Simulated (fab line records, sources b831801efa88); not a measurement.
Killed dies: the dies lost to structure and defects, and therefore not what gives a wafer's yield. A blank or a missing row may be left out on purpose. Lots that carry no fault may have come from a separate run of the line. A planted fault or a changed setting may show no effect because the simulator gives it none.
fab line records / flow sky130
record lots=6 wafers=18 last_day=50
route steps=708 shown CAPM@549 METAL3@555
lots that met no fault: from a run of the same line without faults
start_h: hours from the record's first day to the start of the lot's first wafer shown / wait_h: hours from the lot's prior step to this one / " as in the row above / L1.1+2: several wafers, shown together as one row / - no value, or no start was given / * or withheld: withheld / < > ~ a bound
route shown NAME@n: a module of which the file shows steps, and the number in the route of the first / usual: the fault-free wafers' mean and standard deviation / same: alike in all rows / chamber/n: place in a boat / sites: per-site readings / _std_site: standard deviation of those values / _edge_site: inner sites' mean taken away from outer sites' mean / radius_mm: for every site, how far away it sits from the centre of the wafer / mask NAME#n: copy n / behind: tool/chamber where the wafer was last shaped / hold: why the lot went on hold/how many hours it stayed there/how the hold came to an end / device: whichever transistor did not switch (one of n, p or np) / end of line: the tests these same wafers got at the end of their route / a step with no rows: only its recipe / killed: at the first sort, the dies lost to defects and structure; wafer yield is something else / map: a wafer's dies, x killed, . not, _ none there
set.NAME: the run value of the setting; set.NAME@STEP: its run value at that earlier step / model.NAME: the simulator's own value behind a step, which no gauge read
lots at selected steps of the route; one table per step, one row per wafer
services: a tool's chamber out of use, with start hour (start_h, from the record's first day; less than 0 if before it), hours out, and reason
## steps
# step SKY_CAPM_OVL_MEAS_12
# usual CAPM_OVL=0.3/1.5
lot.wafer=L798.3 tool=overlay-02 chamber=- start_h=883.77 wait_h=0.1 CAPM_OVL[nm]=0.0
lot.wafer=L798.4 tool=overlay-02 chamber=- start_h=883.77 wait_h=0.1 CAPM_OVL[nm]=-1.3
lot.wafer=L798.6 tool=overlay-02 chamber=- start_h=883.77 wait_h=0.1 CAPM_OVL[nm]=-1.6
lot.wafer=L806.3 tool=overlay-01 chamber=- start_h=960.30 wait_h=0.1 CAPM_OVL[nm]=1.7
lot.wafer=L806.4 tool=overlay-01 chamber=- start_h=960.30 wait_h=0.1 CAPM_OVL[nm]=2.4
lot.wafer=L806.6 tool=overlay-01 chamber=- start_h=960.30 wait_h=0.1 CAPM_OVL[nm]=1.4
lot.wafer=L807.1 tool=overlay-01 chamber=- start_h=961.52 wait_h=0.1 CAPM_OVL[nm]=-0.8
lot.wafer=L807.3 tool=overlay-01 chamber=- start_h=961.52 wait_h=0.1 CAPM_OVL[nm]=0.5
lot.wafer=L807.5 tool=overlay-01 chamber=- start_h=961.52 wait_h=0.1 CAPM_OVL[nm]=-0.9
lot.wafer=L815.1 tool=overlay-02 chamber=- start_h=1005.41 wait_h=0.1 CAPM_OVL[nm]=-0.1
lot.wafer=L815.3 tool=overlay-02 chamber=- start_h=1005.41 wait_h=0.1 CAPM_OVL[nm]=-0.7
lot.wafer=L815.4 tool=overlay-02 chamber=- start_h=1005.41 wait_h=0.1 CAPM_OVL[nm]=-0.7
lot.wafer=L814.2 tool=overlay-01 chamber=- start_h=1007.43 wait_h=0.1 CAPM_OVL[nm]=-1.6
lot.wafer=L814.5 tool=overlay-01 chamber=- start_h=1007.43 wait_h=0.1 CAPM_OVL[nm]=-1.3
lot.wafer=L814.6 tool=overlay-01 chamber=- start_h=1007.43 wait_h=0.1 CAPM_OVL[nm]=-0.5
lot.wafer=L819.1 tool=overlay-01 chamber=- start_h=1034.43 wait_h=0.1 CAPM_OVL[nm]=1.3
lot.wafer=L819.2 tool=overlay-01 chamber=- start_h=1034.43 wait_h=0.1 CAPM_OVL[nm]=-0.2
lot.wafer=L819.6 tool=overlay-01 chamber=- start_h=1034.43 wait_h=0.1 CAPM_OVL[nm]=-1.8
# step SKY_CAPM_METAL_ETCH_13
# recipe target_depth_nm=220 stop_on=SiO2 chemistry=Cl2/BCl3 target=TiN pressure_mtorr=10 icp_w=900 bias_w=48.5 Cl2_flow_sccm=60 bcl3_flow_sccm=30 time_s=62.9
# usual drypump_motor_current_A=6.03/0.27 oes_product_au=0.943/0.0069 throttle_valve_pct=21.901/0.0091
lot.wafer=L798.3 tool=rie_metal-03 chamber=1 start_h=883.82 wait_h=0.0 drypump_motor_current_A=6.08 oes_product_au=0.952 rf_hours_counter_h=- throttle_valve_pct=21.902
lot.wafer=L798.4 tool=rie_metal-03 chamber=0 start_h=883.82 wait_h=0.0 drypump_motor_current_A=6.19 oes_product_au=0.952 rf_hours_counter_h=- throttle_valve_pct=21.881
lot.wafer=L798.6 tool=rie_metal-03 chamber=1 start_h=883.82 wait_h=0.0 drypump_motor_current_A=6.03 oes_product_au=0.941 rf_hours_counter_h=- throttle_valve_pct=21.886
lot.wafer=L806.3 tool=rie_metal-03 chamber=0 start_h=960.35 wait_h=0.0 drypump_motor_current_A=6.17 oes_product_au=0.948 rf_hours_counter_h=- throttle_valve_pct=21.892
lot.wafer=L806.4 tool=rie_metal-03 chamber=1 start_h=960.35 wait_h=0.0 drypump_motor_current_A=6.06 oes_product_au=0.943 rf_hours_counter_h=- throttle_valve_pct=21.902
lot.wafer=L806.6 tool=rie_metal-03 chamber=0 start_h=960.35 wait_h=0.0 drypump_motor_current_A=6.19 oes_product_au=0.940 rf_hours_counter_h=- throttle_valve_pct=21.903
lot.wafer=L807.1 tool=rie_metal-02 chamber=1 start_h=961.56 wait_h=0.0 drypump_motor_current_A=5.42 oes_product_au=0.941 rf_hours_counter_h=11 throttle_valve_pct=21.908
lot.wafer=L807.3 tool=rie_metal-02 chamber=1 start_h=961.56 wait_h=0.0 drypump_motor_current_A=5.43 oes_product_au=0.941 rf_hours_counter_h=- throttle_valve_pct=21.907
lot.wafer=L807.5 tool=rie_metal-02 chamber=1 start_h=961.56 wait_h=0.0 drypump_motor_current_A=5.42 oes_product_au=0.941 rf_hours_counter_h=- throttle_valve_pct=21.904
lot.wafer=L815.1 tool=rie_metal-02 chamber=0 start_h=1005.45 wait_h=0.0 drypump_motor_current_A=6.19 oes_product_au=0.943 rf_hours_counter_h=21 throttle_valve_pct=21.881
lot.wafer=L815.3 tool=rie_metal-02 chamber=0 start_h=1005.45 wait_h=0.0 drypump_motor_current_A=6.18 oes_product_au=0.948 rf_hours_counter_h=- throttle_valve_pct=21.915
lot.wafer=L815.4 tool=rie_metal-02 chamber=1 start_h=1005.45 wait_h=0.0 drypump_motor_current_A=5.41 oes_product_au=0.939 rf_hours_counter_h=- throttle_valve_pct=21.907
lot.wafer=L814.2 tool=rie_metal-04 chamber=0 start_h=1007.46 wait_h=0.0 drypump_motor_current_A=6.08 oes_product_au=0.937 rf_hours_counter_h=7 throttle_valve_pct=21.912
lot.wafer=L814.5 tool=rie_metal-04 chamber=1 start_h=1007.46 wait_h=0.0 drypump_motor_current_A=6.24 oes_product_au=0.942 rf_hours_counter_h=- throttle_valve_pct=21.920
lot.wafer=L814.6 tool=rie_metal-04 chamber=0 start_h=1007.46 wait_h=0.0 drypump_motor_current_A=6.08 oes_product_au=0.944 rf_hours_counter_h=- throttle_valve_pct=21.908
lot.wafer=L819.1 tool=rie_metal-04 chamber=1 start_h=1034.47 wait_h=0.0 drypump_motor_current_A=6.22 oes_product_au=0.932 rf_hours_counter_h=15 throttle_valve_pct=21.889
lot.wafer=L819.2 tool=rie_metal-04 chamber=0 start_h=1034.47 wait_h=0.0 drypump_motor_current_A=6.09 oes_product_au=0.930 rf_hours_counter_h=9 throttle_valve_pct=21.918
lot.wafer=L819.6 tool=rie_metal-04 chamber=1 start_h=1034.47 wait_h=0.0 drypump_motor_current_A=6.21 oes_product_au=0.942 rf_hours_counter_h=- throttle_valve_pct=21.903
# step SKY_CAPM_STRIP_14
# recipe chemistry=O2/N2 power_w=1400 pressure_mtorr=1500 platen_temp_c=withheld o2_flow_sccm=3000 n2_flow_sccm=300 overash_fraction=0.5
# usual drypump_motor_current_A=5.55/0.23 oes_product_au=0.710/0.0048 strip_time_to_endpoint_s=12.65/0.051
lot.wafer=L798.3 tool=plasma_asher-01 chamber=0 start_h=883.91 wait_h=0.1 drypump_motor_current_A=5.61 oes_product_au=0.711 rf_hours_counter_h=- strip_time_to_endpoint_s=12.66
lot.wafer=L798.4 tool=plasma_asher-01 chamber=1 start_h=883.91 wait_h=0.1 drypump_motor_current_A=5.85 oes_product_au=0.710 rf_hours_counter_h=- strip_time_to_endpoint_s=12.64
lot.wafer=L798.6 tool=plasma_asher-01 chamber=0 start_h=883.91 wait_h=0.1 drypump_motor_current_A=5.59 oes_product_au=0.706 rf_hours_counter_h=- strip_time_to_endpoint_s=12.64
lot.wafer=L806.3 tool=plasma_asher-01 chamber=1 start_h=960.43 wait_h=0.1 drypump_motor_current_A=5.85 oes_product_au=0.713 rf_hours_counter_h=- strip_time_to_endpoint_s=12.62
lot.wafer=L806.4 tool=plasma_asher-01 chamber=0 start_h=960.43 wait_h=0.1 drypump_motor_current_A=5.59 oes_product_au=0.711 rf_hours_counter_h=- strip_time_to_endpoint_s=12.63
lot.wafer=L806.6 tool=plasma_asher-01 chamber=1 start_h=960.43 wait_h=0.1 drypump_motor_current_A=5.84 oes_product_au=0.701 rf_hours_counter_h=- strip_time_to_endpoint_s=12.66
lot.wafer=L807.1 tool=plasma_asher-01 chamber=1 start_h=961.63 wait_h=0.1 drypump_motor_current_A=5.83 oes_product_au=0.708 rf_hours_counter_h=54 strip_time_to_endpoint_s=12.68
lot.wafer=L807.3 tool=plasma_asher-01 chamber=1 start_h=961.63 wait_h=0.1 drypump_motor_current_A=5.86 oes_product_au=0.705 rf_hours_counter_h=- strip_time_to_endpoint_s=12.59
lot.wafer=L807.5 tool=plasma_asher-01 chamber=1 start_h=961.63 wait_h=0.1 drypump_motor_current_A=5.84 oes_product_au=0.713 rf_hours_counter_h=- strip_time_to_endpoint_s=12.67
lot.wafer=L815.1 tool=plasma_asher-03 chamber=1 start_h=1005.52 wait_h=0.1 drypump_motor_current_A=5.69 oes_product_au=0.706 rf_hours_counter_h=27 strip_time_to_endpoint_s=12.66
lot.wafer=L815.3 tool=plasma_asher-03 chamber=0 start_h=1005.52 wait_h=0.1 drypump_motor_current_A=5.18 oes_product_au=0.709 rf_hours_counter_h=- strip_time_to_endpoint_s=12.65
lot.wafer=L815.4 tool=plasma_asher-03 chamber=1 start_h=1005.52 wait_h=0.1 drypump_motor_current_A=5.68 oes_product_au=0.712 rf_hours_counter_h=- strip_time_to_endpoint_s=12.66
lot.wafer=L814.2 tool=plasma_asher-03 chamber=1 start_h=1007.53 wait_h=0.1 drypump_motor_current_A=5.70 oes_product_au=0.714 rf_hours_counter_h=27 strip_time_to_endpoint_s=12.78
lot.wafer=L814.5 tool=plasma_asher-03 chamber=0 start_h=1007.53 wait_h=0.1 drypump_motor_current_A=5.14 oes_product_au=0.707 rf_hours_counter_h=- strip_time_to_endpoint_s=12.74
lot.wafer=L814.6 tool=plasma_asher-03 chamber=1 start_h=1007.53 wait_h=0.1 drypump_motor_current_A=5.71 oes_product_au=0.707 rf_hours_counter_h=- strip_time_to_endpoint_s=12.74
lot.wafer=L819.1 tool=plasma_asher-02 chamber=1 start_h=1034.55 wait_h=0.1 drypump_motor_current_A=5.49 oes_product_au=0.709 rf_hours_counter_h=83 strip_time_to_endpoint_s=12.72
lot.wafer=L819.2 tool=plasma_asher-02 chamber=0 start_h=1034.55 wait_h=0.1 drypump_motor_current_A=5.64 oes_product_au=0.711 rf_hours_counter_h=83 strip_time_to_endpoint_s=12.71
lot.wafer=L819.6 tool=plasma_asher-02 chamber=1 start_h=1034.55 wait_h=0.1 drypump_motor_current_A=5.50 oes_product_au=0.717 rf_hours_counter_h=- strip_time_to_endpoint_s=12.68
# step SKY_CAPM_STRIP_15
# recipe chemistry=post_etch_residue_remover time_s=1200 temp_c=72.5
# step SKY_CAPM_CLEAN_16
# recipe chemistry=IPA time_s=180 temp_c=25
# step SKY_CAPM_CLEAN_17
# recipe chemistry=O3/DIW dry=n2_spin
# step SKY_METAL3_DEHYDRATE_05
# recipe temp_c=200 time_s=60
# step SKY_METAL3_HMDS_06
# recipe prime_time_s=60 prime_temp_c=120
# step SKY_METAL3_COAT_07
# recipe resist=BARC temp_c=withheld time_s=withheld spin_rpm=3000 resist_thk_nm=60
# step SKY_METAL3_COAT_08
# recipe resist=KrF-thick spin_rpm=3000 resist_thk_nm=1140
# step SKY_METAL3_SOFTBAKE_09
# recipe temp_c=100 time_s=90 resist=KrF-thick
# step SKY_METAL3_EXPOSE_10
# recipe mask_id=MM3 na=0.68 source_shape=annular sigma_inner=0.4 sigma_outer=0.8 target_cd_nm=300 dose_mj=28
# step SKY_METAL3_PEB_11
# recipe peb_temp_c=withheld peb_time_s=withheld resist=KrF-thick
# usual chill_plate_temp_C=* exhaust_pa=44.7/0.91
lot.wafer=L798.3 tool=litho_track-03 chamber=0 start_h=910 wait_h=- chill_plate_temp_C=* exhaust_pa=45.0
lot.wafer=L798.4 tool=litho_track-03 chamber=0 start_h=910 wait_h=- chill_plate_temp_C=* exhaust_pa=44.2
lot.wafer=L798.6 tool=litho_track-03 chamber=0 start_h=910 wait_h=- chill_plate_temp_C=* exhaust_pa=44.9
lot.wafer=L806.3 tool=litho_track-02 chamber=0 start_h=984 wait_h=- chill_plate_temp_C=* exhaust_pa=45.2
lot.wafer=L806.4 tool=litho_track-02 chamber=0 start_h=984 wait_h=- chill_plate_temp_C=* exhaust_pa=45.5
lot.wafer=L806.6 tool=litho_track-02 chamber=0 start_h=984 wait_h=- chill_plate_temp_C=* exhaust_pa=45.8
lot.wafer=L807.1 tool=litho_track-02 chamber=0 start_h=985 wait_h=- chill_plate_temp_C=* exhaust_pa=44.8
lot.wafer=L807.3 tool=litho_track-02 chamber=0 start_h=985 wait_h=- chill_plate_temp_C=* exhaust_pa=43.5
lot.wafer=L807.5 tool=litho_track-02 chamber=0 start_h=986 wait_h=- chill_plate_temp_C=* exhaust_pa=44.5
lot.wafer=L815.1 tool=litho_track-02 chamber=- start_h=1028 wait_h=- chill_plate_temp_C=- exhaust_pa=-
lot.wafer=L815.3 tool=litho_track-02 chamber=- start_h=1028 wait_h=- chill_plate_temp_C=- exhaust_pa=-
lot.wafer=L815.4 tool=litho_track-02 chamber=- start_h=1028 wait_h=- chill_plate_temp_C=- exhaust_pa=-
lot.wafer=L814.2 tool=litho_track-03 chamber=- start_h=1030 wait_h=- chill_plate_temp_C=- exhaust_pa=-
lot.wafer=L814.5 tool=litho_track-03 chamber=- start_h=1030 wait_h=- chill_plate_temp_C=- exhaust_pa=-
lot.wafer=L814.6 tool=litho_track-03 chamber=- start_h=1030 wait_h=- chill_plate_temp_C=- exhaust_pa=-
lot.wafer=L819.1 tool=litho_track-01 chamber=0 start_h=1058 wait_h=- chill_plate_temp_C=* exhaust_pa=43.1
lot.wafer=L819.2 tool=litho_track-01 chamber=0 start_h=1058 wait_h=- chill_plate_temp_C=* exhaust_pa=43.9
lot.wafer=L819.6 tool=litho_track-01 chamber=0 start_h=1058 wait_h=- chill_plate_temp_C=* exhaust_pa=43.5
# step SKY_METAL3_DEVELOP_12
# recipe develop_time_s=60 resist=KrF-thick dev_temp_c=21
## services
tool=plasma_asher-03 chamber=- start_h=881.51 hours=2.8 kind=pm
tool=plasma_asher-01 chamber=- start_h=901.30 hours=12.1 kind=repair
tool=rie_metal-03 chamber=0 start_h=964.31 hours=4.1 kind=repair
tool=plasma_asher-01 chamber=- start_h=965.54 hours=11.5 kind=repair
tool=plasma_asher-02 chamber=- start_h=971.16 hours=7.6 kind=repair
tool=rie_metal-04 chamber=1 start_h=988.97 hours=15.5 kind=repair
tool=rie_metal-02 chamber=- start_h=1010.42 hours=26.5 kind=repair
tool=plasma_asher-03 chamber=- start_h=1020.87 hours=14.6 kind=pm
tool=rie_metal-02 chamber=0 start_h=1036.94 hours=- kind=clean
tool=rie_metal-02 chamber=0 start_h=1036.94 hours=14.4 kind=scheduled_down
tool=rie_metal-02 chamber=0 start_h=1036.94 hours=14.4 kind=vent_cycle
tool=rie_metal-04 chamber=- start_h=1048.09 hours=2.8 kind=pm
## key
first_sign step=SKY_METAL3_PEB_11 reading=tool_record direction=missing
effect none on later readings
met_at SKY_METAL3_PEB_11
struck_wafers L814.2,L814.5,L814.6,L815.1,L815.3,L815.4
later_rows_left_out L814.2,L814.5,L814.6,L815.1,L815.3,L815.4
sort_left_out L814.2,L814.5,L814.6,L815.1,L815.3,L815.4
onset_between 985 1028
fault kind=skipped_step_whole tool=litho_track-02,litho_track-03 chamber=- onset_h=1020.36 steps=SKY_METAL3_PEB_11 scope=struck_lots_only
# sort_left_out: the simulated sort isn't trusted on such a fault, so these wafers' sort isn't shown, and their yield isn't known
# later_rows_left_out: the simulator's readings of these wafers behind a module that went badly wrong aren't trusted and aren't shown, but for the sort
